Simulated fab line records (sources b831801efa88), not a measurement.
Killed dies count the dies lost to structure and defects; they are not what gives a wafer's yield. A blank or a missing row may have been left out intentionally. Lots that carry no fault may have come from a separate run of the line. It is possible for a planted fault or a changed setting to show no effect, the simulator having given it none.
Which of the tools did it? | flow sky130 | 11 lots, 33 wafers sampled, at 8 steps of a route of 708

## WHAT THE GAUGES SHOWED, per wafer
SKY_LOCAL_INTERCONNECT_OVL_MEAS_12. Usual: LOCAL_INTERCONNECT_OVL gives 1 nm (standard deviation 5).
lot  | measured     | on         | LOCAL_INTERCONNECT_OVL (nm) | flag
L110 | day 30 17:01 | overlay-01 | -3 1 2                      | 
L114 | day 31 21:46 | overlay-01 | 2 0 1                       | 
L116 | day 32 23:40 | overlay-01 | 6 11 6                      | 
L117 | day 33 02:13 | overlay-01 | -1 4 -3                     | 
L120 | day 34 00:04 | overlay-01 | 5 13 3                      | 
L124 | day 35 09:08 | overlay-01 | 6 6 1                       | 
L127 | day 35 19:07 | overlay-01 | -3 6 2                      | 
L128 | day 36 10:58 | overlay-02 | -3 3 0                      | 
L129 | day 36 20:09 | overlay-01 | 8 6 11                      | 
L130 | day 36 21:31 | overlay-01 | 1 6 6                       | 
L132 | day 37 12:37 | overlay-01 | -1 2 0                      | 

SKY_METAL1_RS_MEAS_05: the measuring method here is four-point-probe. Usual: METAL1_ALCU_RS gives 0.1265 ohm/sq (standard deviation 0.0019).
lot  | measured     | on           | METAL1_ALCU_RS (ohm/sq) | flag
L110 | day 32 00:11 | filmMetro-01 | 0.1255 0.1290 0.1270    | 
L114 | day 33 03:19 | filmMetro-01 | 0.1287 0.1285 0.1276    | 
L116 | day 34 05:30 | filmMetro-03 | 0.1296 0.1297 0.1280    | 
L117 | day 34 07:24 | filmMetro-03 | 0.1250 0.4049 0.1282    | OFF
L120 | day 35 05:46 | filmMetro-01 | 0.3977 0.1288 0.1285    | OFF
L124 | day 36 14:35 | filmMetro-04 | 0.1256 0.1281 0.1297    | 
L127 | day 37 00:31 | filmMetro-04 | 0.1246 0.1255 0.1253    | 
L128 | day 37 15:53 | filmMetro-03 | 0.1253 0.1247 0.1266    | 
L129 | day 38 01:04 | filmMetro-01 | 0.1256 0.1271 0.1260    | 
L130 | day 38 03:20 | filmMetro-03 | 0.1274 0.1259 0.1287    | 
L132 | day 38 17:49 | filmMetro-03 | 0.1269 0.1262 0.1284    | 

SKY_METAL1_THK_MEAS_06: measures by xrf. Usual: METAL1_ALCU_THK gives 248 nm (standard deviation 3.8).
lot  | measured     | on           | METAL1_ALCU_THK (nm) | flag
L110 | day 32 00:18 | filmMetro-01 | 247 245 247          | 
L114 | day 33 03:26 | filmMetro-01 | 242 243 245          | 
L116 | day 34 05:37 | filmMetro-03 | 242 241 244          | 
L117 | day 34 07:31 | filmMetro-03 | 252 83 244           | OFF
L120 | day 35 05:51 | filmMetro-01 | 83 244 244           | OFF
L124 | day 36 14:42 | filmMetro-04 | 251 244 241          | 
L127 | day 37 00:38 | filmMetro-04 | 251 250 250          | 
L128 | day 37 16:00 | filmMetro-03 | 252 249 247          | 
L129 | day 38 01:11 | filmMetro-01 | 247 247 248          | 
L130 | day 38 03:26 | filmMetro-03 | 248 250 244          | 
L132 | day 38 17:55 | filmMetro-03 | 248 248 242          | 

SKY_METAL1_CD_MEAS_15: the cd target is 140 nm. Usual: cdNm 139.7 nm, standard deviation 1.3.
lot  | measured     | on       | cdNm (nm)         | flag
L110 | day 33 03:04 | cdSem-01 | 141.2 140.1 142.8 | 
L114 | day 34 05:30 | cdSem-01 | 138.5 138.3 136.9 | 
L116 | day 35 08:27 | cdSem-02 | 138.6 139.0 139.0 | 
L117 | day 35 09:58 | cdSem-02 | 139.4 140.8 140.3 | 
L120 | day 36 08:22 | cdSem-01 | 140.2 140.5 140.8 | 
L124 | day 37 16:25 | cdSem-01 | 140.9 141.4 141.2 | 
L127 | day 38 02:45 | cdSem-01 | 137.8 136.4 138.1 | 
L128 | day 38 18:21 | cdSem-01 | 139.0 140.4 138.8 | 
L129 | day 39 03:48 | cdSem-02 | 141.0 140.8 140.7 | 
L130 | day 39 04:58 | cdSem-02 | 140.9 141.1 139.1 | 
L132 | day 39 19:05 | cdSem-01 | 140.5 139.5 138.8 | 

SKY_VIA1_BOW_MEAS_03. Usual: VIA1_BOW gives 81 um (standard deviation 6.6).
lot  | measured     | on           | VIA1_BOW (um) | flag
L110 | day 33 04:34 | filmMetro-01 | 71 79 81      | 
L114 | day 34 07:05 | filmMetro-02 | 84 90 73      | 
L116 | day 35 09:55 | filmMetro-01 | 86 84 74      | 
L117 | day 35 11:34 | filmMetro-01 | 69 89 82      | 
L120 | day 36 10:05 | filmMetro-04 | 119 87 78     | 
L124 | day 37 17:52 | filmMetro-01 | 84 91 89      | 
L127 | day 38 04:11 | filmMetro-01 | 76 88 76      | 
L128 | day 38 19:47 | filmMetro-04 | 56 72 85      | 
L129 | day 39 05:43 | filmMetro-01 | 74 72 84      | 
L130 | day 39 06:54 | filmMetro-04 | 84 75 89      | 
L132 | day 39 20:40 | filmMetro-04 | 89 90 85      | 

SKY_VIA2_BOW_MEAS_03. Usual: VIA2_BOW gives 87 um (standard deviation 7).
lot  | measured     | on           | VIA2_BOW (um) | flag
L110 | day 35 12:32 | filmMetro-04 | 78 88 88      | 
L114 | day 36 15:01 | filmMetro-03 | 90 97 80      | 
L116 | day 37 17:20 | filmMetro-03 | 93 89 80      | 
L117 | day 37 18:56 | filmMetro-02 | 76 94 90      | 
L120 | day 38 17:14 | filmMetro-04 | 121 90 82     | 
L124 | day 40 00:38 | filmMetro-02 | 96 104 104    | 
L127 | day 40 10:23 | filmMetro-04 | 80 92 79      | 
L128 | day 40 23:49 | filmMetro-02 | 61 77 92      | 
L129 | day 41 10:25 | filmMetro-02 | 80 78 89      | 
L130 | day 41 10:07 | filmMetro-03 | 95 82 97      | 
L132 | day 42 00:40 | filmMetro-03 | 95 96 91      | 

## EACH LOT AND THE TOOL THAT RAN IT (in order: tool; ch and the chambers of the sampled wafers; start)
lot  | SKY_CONTACT_SPUTTER_23      | SKY_METAL1_SPUTTER_02
L110 | pvdSputter-04, day 31 23:23 | pvdSputter-01, day 32 00:04
L114 | pvdSputter-02, day 33 02:31 | pvdSputter-01, day 33 03:13
L116 | pvdSputter-04, day 34 04:43 | pvdSputter-03, day 34 05:25
L117 | pvdSputter-02, day 34 06:28 | pvdSputter-01, day 34 07:17
L120 | pvdSputter-04, day 35 04:55 | pvdSputter-01, day 35 05:37
L124 | pvdSputter-02, day 36 13:47 | pvdSputter-03, day 36 14:28
L127 | pvdSputter-03, day 36 23:37 | pvdSputter-04, day 37 00:26
L128 | pvdSputter-04, day 37 14:59 | pvdSputter-01, day 37 15:47
L129 | pvdSputter-03, day 38 00:17 | pvdSputter-01, day 38 00:59
L130 | pvdSputter-04, day 38 02:31 | pvdSputter-01, day 38 03:13
L132 | pvdSputter-04, day 38 16:59 | pvdSputter-01, day 38 17:41
- SKY_CONTACT_SPUTTER_23: material TiN, target thk 20 nm, time 80 s.
- SKY_METAL1_SPUTTER_02: material AlCu, target thk 250 nm, time 13.3 s.

## AS READ BY THE TOOLS THEMSELVES (means over the sampled wafers that have a number; for cases with no such wafer, the mark the record gives instead)
SKY_CONTACT_SPUTTER_23. Usual: chamberPressurePa 5.000 Pa, standard deviation 0.0093; throttleValvePct 29.7 %, standard deviation 0.93.
lot  | tool          | chamberPressurePa (Pa) | throttleValvePct (%) | flag
L110 | pvdSputter-04 | 4.992                  | 29.8                 | 
L114 | pvdSputter-02 | 5.003                  | 29.3                 | 
L116 | pvdSputter-04 | 4.999                  | 30.7                 | 
L117 | pvdSputter-02 | 4.998                  | 29.5                 | 
L120 | pvdSputter-04 | 4.993                  | 29.8                 | 
L124 | pvdSputter-02 | 4.998                  | 30.1                 | 
L127 | pvdSputter-03 | 4.996                  | 29.2                 | 
L128 | pvdSputter-04 | 5.011                  | 29.9                 | 
L129 | pvdSputter-03 | 4.998                  | 29.6                 | 
L130 | pvdSputter-04 | 5.004                  | 30.4                 | 
L132 | pvdSputter-04 | 5.006                  | 30.4                 | 

SKY_METAL1_SPUTTER_02. Usual: chamberPressurePa 0.4001 Pa, standard deviation 0.00084; throttleValvePct 29.9 %, standard deviation 1.1.
lot  | tool          | chamberPressurePa (Pa) | throttleValvePct (%) | flag
L110 | pvdSputter-01 | 0.4002                 | 31.1                 | 
L114 | pvdSputter-01 | 0.4007                 | 29.8                 | 
L116 | pvdSputter-03 | 0.3992                 | 28.8                 | 
L117 | pvdSputter-01 | 0.3996                 | 29.9                 | 
L120 | pvdSputter-01 | 0.4001                 | 29.8                 | 
L124 | pvdSputter-03 | 0.4008                 | 29.2                 | 
L127 | pvdSputter-04 | 0.4009                 | 30.4                 | 
L128 | pvdSputter-01 | 0.4005                 | 31.2                 | 
L129 | pvdSputter-01 | 0.4008                 | 29.9                 | 
L130 | pvdSputter-01 | 0.3999                 | 30.3                 | 
L132 | pvdSputter-01 | 0.3999                 | 29.8                 | 

## THE ANSWER, worked out from the rows above alone
Rule: a lot counts as off when the mean over its wafers that have a number is more than 3 standard deviations away from the usual mean. A lot without any number at a reading at which 4 lots or more have one is off too. The other lots that the step has rows for count as sound. The gauges are gone through in route order, then the tools' own readings, and for those a lot's mean is taken as printed above. At the first step where some lot is off, the reading lying furthest off is the one used; lots without a number count as furthest.
Off: L117, L120, seen at SKY_METAL1_RS_MEAS_05 (METAL1_ALCU_RS).
A tool fits if, at a process step before that reading, it ran every lot that is off, and no sound lot after the first of them. Those tools and the gauges at SKY_METAL1_RS_MEAS_05 are tried in the same way. No candidate that was tried fits.

## WHAT HAD BEEN PUT IN BY THE SIMULATOR
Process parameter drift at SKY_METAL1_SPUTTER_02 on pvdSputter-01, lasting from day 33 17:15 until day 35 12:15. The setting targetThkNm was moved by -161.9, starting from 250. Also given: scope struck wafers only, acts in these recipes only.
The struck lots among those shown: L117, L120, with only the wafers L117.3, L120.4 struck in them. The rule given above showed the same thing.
